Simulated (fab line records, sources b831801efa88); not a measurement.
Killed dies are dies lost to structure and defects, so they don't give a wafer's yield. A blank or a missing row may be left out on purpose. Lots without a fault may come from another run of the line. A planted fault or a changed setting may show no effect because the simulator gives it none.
Problem report in the 8D (eight disciplines) form, filled by code | flow sfq_line | the parts of the form that need people (team, actions taken, sign-off) are left out

1. THE PROBLEM
heater_power_total_W at SFQ_TRILAYER_I5_LITHO_PEB_147 reads a mean of 86.10 W on 6 wafers of 2 lots; wafers without a fault read 79.16 W with a standard deviation of 0.06. That is +99 or more standard deviations from the usual mean.
The step: peb time 60 s.
First seen on wafer L551.1, day 58 03:44, on litho_track-02. The record holds 42 wafers of 14 lots with a number at this step. Rule for "out", or "out of limits": more than 4 standard deviations from the usual mean. The other wafers with a number count as sound.

2. WHAT IT IS AND WHAT IT IS NOT
question                    | is                     | is not
which readings at this step | heater_power_total_W   | chill_plate_temp_C
which lots                  | L551, L554             | L545, L546, L548, L553, L558, L561, L562, L564, L565, L566, L567, L568
which wafers of those lots  | all that have a number | -
read on which tools         | litho_track-02         | litho_track-03, litho_track-04
when                        | from day 58 03:44      | up to then (9 sound wafers); but 27 sound wafers of L553, L558, L561, L562, L564, L565, L566, L567, L568 came after

3. SUSPECTS, AND WHAT RULES EACH OUT
Counting: a tool at a process step up to the reading stays a suspect if it ran every lot that is out and no sound lot after the first of them.
- cmp-01 at SFQ_TRILAYER_A5B_CMP_CMP_130 (polishes, stops on Nb, target thk 340.7 nm): ruled out as a lasting fault. Sound lots L553, L558, L561, L567 ran on it after its first lot that is out, L551 (day 54 23:25).
- litho_track-02 at SFQ_TRILAYER_I5_LITHO_PEB_147 (peb time 60 s): ruled out as a lasting fault. Sound lots L566 ran on it after its first lot that is out, L551 (day 58 03:44).
Left after counting: nothing in the record.

4. THE CAUSE (what the simulator had put in)
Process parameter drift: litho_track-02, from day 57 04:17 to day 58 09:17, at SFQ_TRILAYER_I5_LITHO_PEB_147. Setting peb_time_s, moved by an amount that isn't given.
Counting ruled it out, wrongly.

5. THE CHAIN OF EFFECTS, in route order
Each row: a reading whose mean over the struck wafers that have a number lies more than 3 standard deviations from the usual. Only readings for which the record gives a usual standard deviation are gone through. hours: the time from each lot's start at the first step in this table that gives one to its start at this step, as a median over the lots. sigmas: the change in usual standard deviations.
hours | step                          | reading              | usual   | on struck wafers | change | sigmas
0     | SFQ_TRILAYER_I5_LITHO_PEB_147 | heater_power_total_W | 79.16 W | 86.10            | +6.94  | +99 or more
The process steps in it:
- SFQ_TRILAYER_I5_LITHO_PEB_147: peb time 60 s.

6. WHAT WOULD HAVE CAUGHT IT SOONER
In this record the first reading out of limits was taken at day 58 03:44, 23 hours after the fault began at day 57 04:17.
